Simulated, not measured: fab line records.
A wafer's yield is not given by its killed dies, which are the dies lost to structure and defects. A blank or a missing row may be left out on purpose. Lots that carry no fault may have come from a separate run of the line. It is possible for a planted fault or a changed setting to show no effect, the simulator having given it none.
fab line records    flow sky130
record: lots: 5  wafers: 15  last-day: 49
route steps=708 shown SD_N@350 SD_P@359 RES_XHIGH@360 SALICIDE@361 LI_CONTACT@362 PAD_OPEN@708
lots with no fault: from the same line, run without faults
start-h: hours from the record's first day to the start of the lot's first wafer shown    wait-h: hours elapsed since this lot's preceding step    " same as the row above    L1.1+2: one row covering several wafers at once    - no value, or no start was given    * or withheld: withheld    < > ~ a bound
route shown NAME@n: a module of which the file shows steps, and the number in the route of the first    usual: average and standard deviation across the fault-free wafers    same: alike in all rows    chamber/n: place in a boat    sites: each site's reading    _std_site: standard deviation of those values    _edge_site: the outer-site mean with the inner-site mean subtracted    radius-mm: for every site, how far away it sits from the centre of the wafer    mask NAME#n: copy n    behind: the last tool/chamber to shape the wafer    hold: why the lot was held/for how many hours/how that ended    device: whichever transistor did not switch (one of n, p or np)    end of line: the same wafers' tests at the end of the route    for a step that has no rows: nothing shown but its recipe    killed: count of dies lost to structure and defects at first sort (not the wafer's yield)    map: a wafer's dies, x killed, . not, _ none there
set.NAME: setting as actually run; set.NAME@STEP: the setting as run at that earlier step    model.NAME: the simulator's own value behind a step, which no gauge read
certain route steps with their lots: each step a table, each wafer a row
services: from which hour (start-h, from the record's first day; less than 0 if before it) a tool's chamber was out of use, for how many hours, and why
== steps ==
step: SKY_SD_N_OVL_MEAS_08
usual: SD_N_OVL: 0.6/1.3
lot.wafer  tool        chamber  start-h  wait-h  SD_N_OVL[nm]
L662.3     overlay-02  -        691.66   0.1     1.3
L662.5     "           -        "        "       2.2
L662.6     "           -        "        "       1.0
L663.2     overlay-02  -        693.71   0.1     0.6
L663.3     "           -        "        "       3.3
L663.6     "           -        "        "       1.4
L672.1     overlay-01  -        761.65   0.1     1.4
L672.2     "           -        "        "       -0.3
L672.5     "           -        "        "       0.3
L675.2     overlay-02  -        783.41   0.1     0.8
L675.4     "           -        "        "       0.0
L675.6     "           -        "        "       0.8
L676.1     overlay-01  -        792.45   0.1     0.1
L676.4     "           -        "        "       -0.7
L676.6     "           -        "        "       -0.4
step: SKY_SD_N_IMPLANT_09
recipe: species: As  energy-kev: 50.81  dose-cm2: 4e+15  tilt-deg: 0
step: SKY_SD_N_IMPLANT_10
recipe: species: P  energy-kev: 20  dose-cm2: 1e+14  tilt-deg: 0
step: SKY_SD_N_STRIP_11
recipe: chemistry: O2/N2  power-w: 1400  pressure-mtorr: 1500  platen-temp-c: withheld  o2-flow-sccm: 3000  n2-flow-sccm: 300  overash-fraction: 0.5
usual: drypump-motor-current-A: 5.7/0.58  n2-flow-sccm: 300.0/0.94  oes-product-au: 0.525/0.0045  strip-time-to-endpoint-s: 22.69/0.037
lot.wafer  tool             chamber  start-h  wait-h  drypump-motor-current-A  n2-flow-sccm  oes-product-au  rf-hours-counter-h  strip-time-to-endpoint-s
L662.3     plasma-asher-01  0        692.02   0.1     5.2                      299.8         0.520           -                   22.66
L662.5     "                1        "        "       6.2                      299.5         0.533           -                   22.70
L662.6     "                0        "        "       5.2                      299.6         0.526           -                   22.69
L663.2     plasma-asher-01  1        694.04   0.1     6.2                      298.9         0.529           55                  22.62
L663.3     "                1        "        "       6.2                      299.1         0.525           -                   22.61
L663.6     "                0        "        "       5.2                      301.8         0.520           -                   22.64
L672.1     plasma-asher-01  1        761.99   0.1     6.2                      298.9         0.517           62                  22.68
L672.2     "                0        "        "       5.2                      298.5         0.527           62                  22.71
L672.5     "                1        "        "       6.2                      300.2         0.520           -                   22.65
L675.2     plasma-asher-03  1        783.74   0.1     5.4                      300.6         0.525           37                  22.74
L675.4     "                1        "        "       5.5                      300.4         0.527           -                   22.72
L675.6     "                0        "        "       5.8                      298.9         0.524           -                   22.71
L676.1     plasma-asher-01  0        792.79   0.1     5.2                      298.6         0.527           65                  22.73
L676.4     "                1        "        "       6.2                      301.0         0.528           -                   22.70
L676.6     "                0        "        "       5.2                      299.4         0.536           -                   22.73
step: SKY_SD_N_TW_MEAS_12
usual: SD_N_TW: 3972/23
lot.wafer  tool           chamber  start-h  wait-h  SD_N_TW
L662.3     film-metro-04  -        692.11   0.1     3951
L662.5     "              -        "        "       3957
L662.6     "              -        "        "       3967
L663.2     film-metro-04  -        694.15   0.1     3981
L663.3     "              -        "        "       3960
L663.6     "              -        "        "       3945
L672.1     film-metro-04  -        762.09   0.1     3929
L672.2     "              -        "        "       3918
L672.5     "              -        "        "       3931
L675.2     film-metro-02  -        783.85   0.1     3988
L675.4     "              -        "        "       3982
L675.6     "              -        "        "       3996
L676.1     film-metro-04  -        792.89   0.1     3928
L676.4     "              -        "        "       3955
L676.6     "              -        "        "       3931
step: SKY_SD_N_CLEAN_13
recipe: chemistry: SC1/SC2  mix: 1:4:20  temp-c: 70  time-s: 150  dry: n2-spin
step: SKY_SD_N_RTA_14
recipe: temp-c: 1075  time-s: 2  idle-temp-c: 650  ramp-up-c-per-s: 150  ramp-down-c-per-s: 90  ambient: N2
usual: lamp-power-pct: 15.73/0.049  wafer_temp_C_max: 1078.1/1.3
lot.wafer  tool           chamber  start-h  wait-h  lamp-power-pct  wafer_temp_C_max
L662.3     rtp-anneal-01  0        692.21   0.0     15.75           1078.5
L662.5     "              0        "        "       15.71           1078.9
L662.6     "              0        "        "       15.74           1076.2
L663.2     rtp-anneal-02  0        694.27   0.0     15.71           1078.3
L663.3     "              0        "        "       15.72           1076.5
L663.6     "              0        "        "       15.75           1078.6
L672.1     rtp-anneal-01  0        762.20   0.0     15.68           1078.5
L672.2     "              0        "        "       15.76           1079.1
L672.5     "              0        "        "       15.78           1079.1
L675.2     rtp-anneal-02  0        783.96   0.0     15.70           1078.5
L675.4     "              0        "        "       15.84           1076.2
L675.6     "              0        "        "       15.74           1078.0
L676.1     rtp-anneal-01  0        793.00   0.0     15.70           1078.8
L676.4     "              0        "        "       15.79           1076.9
L676.6     "              0        "        "       15.72           1077.9
step: SKY_SD_N_RS_MEAS_16
recipe: thk-meas-gauge: four-point-probe
usual: SD_N_RS: 67.92/0.11
lot.wafer  tool           chamber  start-h  wait-h  SD_N_RS[ohm/sq]
L662.3     film-metro-01  -        692.41   0.1     68.08
L662.5     "              -        "        "       67.99
L662.6     "              -        "        "       67.92
L663.2     film-metro-02  -        694.45   0.1     68.08
L663.3     "              -        "        "       67.97
L663.6     "              -        "        "       68.18
L672.1     film-metro-01  -        762.38   0.1     68.04
L672.2     "              -        "        "       67.96
L672.5     "              -        "        "       67.88
L675.2     film-metro-01  -        784.15   0.1     67.85
L675.4     "              -        "        "       67.90
L675.6     "              -        "        "       67.79
L676.1     film-metro-02  -        793.18   0.1     68.04
L676.4     "              -        "        "       68.16
L676.6     "              -        "        "       68.11
step: SKY_SD_N_RS_MEAS_17
recipe: thk-meas-gauge: four-point-probe
usual: SD_P_RS: 146.9/0.36
lot.wafer  tool           chamber  start-h  wait-h  SD_P_RS[ohm/sq]
L662.3     film-metro-01  -        692.53   0.1     147.2
L662.5     "              -        "        "       147.5
L662.6     "              -        "        "       147.1
L663.2     film-metro-02  -        694.57   0.1     146.7
L663.3     "              -        "        "       146.8
L663.6     "              -        "        "       147.0
L672.1     film-metro-01  -        762.50   0.1     147.6
L672.2     "              -        "        "       147.1
L672.5     "              -        "        "       147.4
L675.2     film-metro-01  -        784.27   0.1     147.3
L675.4     "              -        "        "       147.3
L675.6     "              -        "        "       146.8
L676.1     film-metro-02  -        793.30   0.1     147.0
L676.4     "              -        "        "       147.1
L676.6     "              -        "        "       147.1
step: SKY_SD_N_RS_MEAS_18
recipe: thk-meas-gauge: four-point-probe
usual: RES_XHIGH_RS: 333.3/1.5
lot.wafer  tool           chamber  start-h  wait-h  RES_XHIGH_RS[ohm/sq]
L662.3     film-metro-01  -        692.65   0.1     332.8
L662.5     "              -        "        "       333.5
L662.6     "              -        "        "       332.2
L663.2     film-metro-02  -        694.69   0.1     335.4
L663.3     "              -        "        "       337.1
L663.6     "              -        "        "       337.4
L672.1     film-metro-01  -        762.62   0.1     332.2
L672.2     "              -        "        "       331.6
L672.5     "              -        "        "       331.4
L675.2     film-metro-01  -        784.39   0.1     333.9
L675.4     "              -        "        "       333.8
L675.6     "              -        "        "       333.8
L676.1     film-metro-02  -        793.42   0.1     332.4
L676.4     "              -        "        "       332.6
L676.6     "              -        "        "       333.2
step: SKY_SALICIDE_CLEAN_00
recipe: chemistry: HF-last  time-s: 30  dilution: 100:1  dry: ipa-marangoni
step: SKY_LI_CONTACT_HDPCVD_00
recipe: material: PSG  target-thk-nm: 930  sigma-open-frac: 0.3  time-s: 155  temp-c: 600  sih4-flow-sccm: 60  pressure-mtorr: 6
usual: run-length-s: 182.9/0.72  susceptor-temp-C: 600.00/0.28
lot.wafer  tool       chamber  start-h  wait-h  run-length-s  susceptor-temp-C  model.PSG_of_LI_CONTACT_HDPCVD_00.thk-nm
L662.3     hdpcvd-02  2        692.75   0.0     184.0         600.08            921.4
L662.5     "          0        "        "       183.1         600.00            929.3
L662.6     "          2        "        "       183.8         600.41            926.5
L663.2     hdpcvd-01  2        694.81   0.0     182.4         600.64            918.4
L663.3     "          1        "        "       182.1         599.98            944.9
L663.6     "          0        "        "       182.7         600.31            938
L672.1     hdpcvd-01  2        762.75   0.0     182.6         600.46            930.3
L672.2     "          1        "        "       209.0         600.78            1114
L672.5     "          1        "        "       209.4         600.21            1100
L675.2     hdpcvd-02  1        784.50   0.0     182.1         600.02            928.4
L675.4     "          1        "        "       182.0         600.16            924.6
L675.6     "          2        "        "       183.8         600.10            926.9
L676.1     hdpcvd-02  0        793.55   0.0     182.9         600.11            943.3
L676.4     "          1        "        "       182.3         600.34            932.5
L676.6     "          0        "        "       182.7         600.17            953.2
step: SKY_LI_CONTACT_THK_MEAS_01
recipe: reads: PSG_of_LI_CONTACT_HDPCVD_00
usual: LI_CONTACT_HDPCVD_THK: 933/11
lot.wafer  tool           chamber  start-h  wait-h  hold                      LI_CONTACT_HDPCVD_THK[nm]
L662.3     film-metro-04  -        692.87   0.1     -                         921
L662.5     "              -        "        "       -                         929
L662.6     "              -        "        "       -                         927
L663.2     film-metro-01  -        694.92   0.1     -                         918
L663.3     "              -        "        "       -                         946
L663.6     "              -        "        "       -                         938
L672.1     film-metro-02  -        762.86   0.1     await-dispo/0.2h/release  930
L672.2     "              -        "        "       await-dispo/0.2h/release  1114
L672.5     "              -        "        "       await-dispo/0.2h/release  1100
L672.1     film-metro-02  -        763.08   0.2     -                         930
L672.2     "              -        "        "       -                         1114
L672.5     "              -        "        "       -                         1099
L675.2     film-metro-02  -        784.62   0.1     -                         929
L675.4     "              -        "        "       -                         925
L675.6     "              -        "        "       -                         926
L676.1     film-metro-01  -        793.65   0.1     -                         943
L676.4     "              -        "        "       -                         933
L676.6     "              -        "        "       -                         953
step: SKY_LI_CONTACT_CMP_02
recipe: material: PSG  down-force-psi: 4  platen-rpm: 60  pad-velocity-m-s: 0.94248
usual: motor-current-A: 12.0/1.1  time-to-endpoint-s: 33.6/2.7
lot.wafer  tool    chamber  start-h  wait-h  hold                      motor-current-A  time-to-endpoint-s
L662.3     cmp-02  1        693.06   0.2     -                         9.6              35.8
L662.5     "       2        "        "       -                         12.7             30.4
L662.6     "       3        "        "       -                         12.1             30.9
L663.3     cmp-02  3        695.12   0.2     -                         11.6             33.8
L663.2     "       1        "        "       -                         9.9              36.4
L663.6     "       3        "        "       -                         11.1             33.8
L672.2     cmp-02  3        767.04   3.9     await-dispo/3.4h/release  11.4             50.6
L672.1     "       0        "        "       await-dispo/3.4h/release  11.9             30.0
L672.5     "       2        "        "       await-dispo/3.4h/release  12.8             48.5
L675.2     cmp-01  0        784.67   0.0     -                         13.1             37.6
L675.4     "       1        "        "       -                         10.4             32.7
L675.6     "       0        "        "       -                         12.4             37.4
L676.4     cmp-02  0        793.71   0.0     -                         11.9             31.4
L676.1     "       2        "        "       -                         12.9             32.1
L676.6     "       1        "        "       -                         10.1             37.2
step: SKY_LI_CONTACT_BOW_MEAS_03
recipe: mode: bow
usual: LI_CONTACT_BOW: 57/6.5
lot.wafer  tool           chamber  start-h  wait-h  LI_CONTACT_BOW[um]
L662.3     film-metro-01  -        693.25   0.1     51
L662.5     "              -        "        "       55
L662.6     "              -        "        "       63
L663.2     film-metro-02  -        695.39   0.1     55
L663.3     "              -        "        "       52
L663.6     "              -        "        "       57
L672.1     film-metro-01  -        767.39   0.3     65
L672.2     "              -        "        "       60
L672.5     "              -        "        "       62
L675.2     film-metro-04  -        784.99   0.3     54
L675.4     "              -        "        "       49
L675.6     "              -        "        "       61
L676.1     film-metro-01  -        794.01   0.1     67
L676.4     "              -        "        "       57
L676.6     "              -        "        "       59
step: SKY_PAD_OPEN_PROBE_99
usual: killed_at_M0_to_M3: 44/6.6  killed_at_M4_up: 2.9/1.8  killed-at-contacts: 24/4.8  killed-at-front-end: 15/4.5  killed-at-other: 0.3/0.64  killed-dies: 86/8.7  killed-open: 47/6.5  killed-short: 39/5.8
same: gross-dies: 492  killed-at-back-side: 0
lot.wafer  tool       chamber  start-h  wait-h  killed_at_M0_to_M3  killed_at_M4_up  killed-at-contacts  killed-at-front-end  killed-at-other  killed-dies  killed-open  killed-short
L662.3     prober-02  -        1109.01  0.2     51                  6                17                  19                   0                93           55           38
L662.5     prober-02  -        1109.11  0.2     36                  2                22                  15                   0                75           40           35
L662.6     prober-02  -        1109.16  0.2     53                  2                26                  19                   0                100          54           46
L663.2     prober-01  -        1110.55  0.1     49                  1                32                  13                   3                98           57           40
L663.3     prober-01  -        1110.60  0.2     38                  2                21                  18                   1                80           44           35
L663.6     prober-01  -        1110.75  0.2     41                  1                26                  17                   1                86           51           35
L672.1     prober-02  -        1159.57  0.1     46                  2                25                  11                   1                85           41           43
L672.2     prober-02  -        1159.62  0.1     41                  1                20                  25                   0                87           45           42
L672.5     prober-02  -        1159.77  0.2     48                  5                19                  12                   0                84           45           39
L675.2     prober-01  -        1170.09  0.1     50                  5                17                  6                    0                78           40           37
L675.4     prober-01  -        1170.19  0.2     57                  2                23                  7                    0                89           49           40
L675.6     prober-01  -        1170.29  0.2     38                  1                25                  12                   0                76           43           31
L676.1     prober-02  -        1177.85  0.1     42                  4                31                  16                   0                93           44           49
L676.4     prober-02  -        1178.00  0.2     43                  6                25                  9                    1                84           49           35
L676.6     prober-02  -        1178.10  0.2     52                  1                19                  17                   0                89           48           41
killed by level:class
L662.3 VIA1:geometric-particle:open=16 VIA3:geometric-particle:open=9 VIA1:geometric-particle:short=7 VIA2:geometric-particle:open=7 FIELD_ISO:geometric-particle:short=6 POLY_GATE:geometric-particle:open=5 CONTACT:geometric-particle:open=5 CONTACT:geometric-particle:short=4
L662.5 VIA1:geometric-particle:open=11 CONTACT:geometric-particle:open=9 FIELD_ISO:geometric-particle:short=5 VIA2:geometric-particle:open=5 VIA3:geometric-particle:open=5 METAL1:geometric-particle:short=4 POLY_GATE:geometric-particle:short=4 LI_CONTACT:geometric-particle:open=4
L662.6 VIA1:geometric-particle:open=14 CONTACT:geometric-particle:open=12 VIA2:geometric-particle:open=10 METAL2:geometric-particle:short=7 VIA3:geometric-particle:short=7 LI_CONTACT:geometric-particle:open=6 CONTACT:geometric-particle:short=6 FIELD_ISO:geometric-particle:open=5
L663.2 CONTACT:geometric-particle:open=10 VIA1:geometric-particle:open=10 LI_CONTACT:geometric-particle:open=8 VIA2:geometric-particle:open=8 VIA3:geometric-particle:open=8 CONTACT:geometric-particle:short=6 POLY_GATE:geometric-particle:short=5 METAL1:geometric-particle:short=5
L663.3 LI_CONTACT:geometric-particle:open=10 VIA2:geometric-particle:open=10 METAL1:geometric-particle:short=7 POLY_GATE:geometric-particle:open=6 CONTACT:geometric-particle:open=6 POLY_GATE:geometric-particle:short=5 VIA1:geometric-particle:short=5 LOCAL_INTERCONNECT:geometric-particle:short=4
L663.6 VIA2:geometric-particle:open=12 CONTACT:geometric-particle:open=10 LI_CONTACT:geometric-particle:open=9 VIA1:geometric-particle:open=7 FIELD_ISO:geometric-particle:short=5 VIA2:geometric-particle:short=5 POLY_GATE:geometric-particle:short=4 METAL2:geometric-particle:short=4
L672.1 LI_CONTACT:geometric-particle:open=10 METAL2:geometric-particle:short=8 VIA3:geometric-particle:open=8 CONTACT:geometric-particle:open=7 VIA3:geometric-particle:short=7 VIA1:geometric-particle:short=5 VIA1:geometric-particle:open=5 VIA2:geometric-particle:open=5
L672.2 VIA3:geometric-particle:open=9 FIELD_ISO:geometric-particle:short=7 VIA2:geometric-particle:open=7 LI_CONTACT:geometric-particle:open=6 LOCAL_INTERCONNECT:geometric-particle:short=6 METAL1:geometric-particle:short=6 VIA1:geometric-particle:open=6 FIELD_ISO:geometric-particle:open=5
L672.5 VIA1:geometric-particle:open=10 LI_CONTACT:geometric-particle:open=7 METAL1:geometric-particle:short=7 POLY_GATE:geometric-particle:open=6 VIA2:geometric-particle:open=6 VIA3:geometric-particle:short=6 METAL2:geometric-particle:short=6 CONTACT:geometric-particle:open=5
L675.2 VIA1:geometric-particle:open=13 VIA2:geometric-particle:open=8 VIA3:geometric-particle:open=7 METAL2:geometric-particle:short=7 VIA1:geometric-particle:short=5 LI_CONTACT:geometric-particle:open=4 METAL4:geometric-particle:short=4 LI_CONTACT:geometric-particle:short=3
L675.4 VIA1:geometric-particle:open=15 CONTACT:geometric-particle:open=10 LI_CONTACT:geometric-particle:open=8 METAL2:geometric-particle:short=8 VIA2:geometric-particle:open=6 VIA1:geometric-particle:short=5 METAL3:geometric-particle:short=5 VIA3:geometric-particle:short=5
L675.6 VIA2:geometric-particle:open=12 LI_CONTACT:geometric-particle:open=8 CONTACT:geometric-particle:open=6 VIA1:geometric-particle:open=6 LI_CONTACT:geometric-particle:short=4 CONTACT:geometric-particle:short=4 VIA1:geometric-particle:short=4 POLY_GATE:geometric-particle:short=3
L676.1 CONTACT:geometric-particle:short=12 VIA2:geometric-particle:open=9 VIA1:geometric-particle:open=8 LOCAL_INTERCONNECT:geometric-particle:short=7 LI_CONTACT:geometric-particle:open=6 VIA3:geometric-particle:short=5 VIA3:geometric-particle:open=5 POLY_GATE:geometric-particle:short=4
L676.4 VIA1:geometric-particle:open=15 CONTACT:geometric-particle:open=6 LI_CONTACT:geometric-particle:open=6 METAL2:geometric-particle:short=5 VIA3:geometric-particle:open=5 LI_CONTACT:geometric-particle:short=5 VIA3:geometric-particle:short=5 CONTACT:geometric-particle:short=4
L676.6 VIA1:geometric-particle:open=12 VIA3:geometric-particle:open=8 VIA2:geometric-particle:open=6 SPACER:geometric-particle:open=5 METAL2:geometric-particle:short=5 VIA2:geometric-particle:short=5 POLY_GATE:geometric-particle:open=4 LI_CONTACT:geometric-particle:short=4
== services ==
tool           chamber  start-h  hours  kind
cmp-01         -        693.93   1.2    repair
rtp-anneal-01  -        702.02   0.8    repair
hdpcvd-02      0        710.42   6.2    repair
hdpcvd-02      1        731.42   7.8    repair
hdpcvd-01      -        734.27   14.6   pm
cmp-01         -        741.27   0.9    repair
cmp-02         -        745.19   4.0    pm
cmp-02         -        749.19   -      consumable-replace:conditioner
cmp-02         -        749.19   -      consumable-replace:pad
cmp-02         -        749.19   4.9    pm
hdpcvd-01      -        761.45   1.1    repair
hdpcvd-01      -        769.50   0.7    repair
hdpcvd-01      0        777.84   3.4    repair
cmp-02         -        782.13   4.4    pm
cmp-01         -        791.48   5.0    pm
== key ==
first-sign: step: SKY_LI_CONTACT_HDPCVD_00  reading: run-length-s  direction: up  sigmas: 36  usual: *  struck: *
effect: step: SKY_LI_CONTACT_THK_MEAS_01  reading: visit  direction: added
effect: step: SKY_LI_CONTACT_THK_MEAS_01  reading: LI_CONTACT_HDPCVD_THK  direction: up  sigmas: 15  usual: 933  struck: 1107
effect: step: SKY_LI_CONTACT_CMP_02  reading: time-to-endpoint-s  direction: up  sigmas: 5.9  usual: *  struck: *
model-effect: step: SKY_LI_CONTACT_HDPCVD_00  value: PSG_of_LI_CONTACT_HDPCVD_00.thk-nm  without: 943.7  struck: 1107
met-at SKY_LI_CONTACT_HDPCVD_00
struck-wafers L672.2,L672.5
tester-left-out L672
onset-between 694.81 762.75
fault: kind: process-parameter-drift  tool: hdpcvd-01  chamber: 1  onset-h: 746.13  steps: SKY_LI_CONTACT_HDPCVD_00  channel: time-s  offset: *  shape: step  end-h: 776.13  acts-in: *  stated: *
tester-left-out: of these lots the tester's yield and bins aren't shown, on N5 and GAA mostly nor the transistor test; their killed dies are dies lost to structure and defects alone, not to doping, threshold or leakage, so they don't give the yield
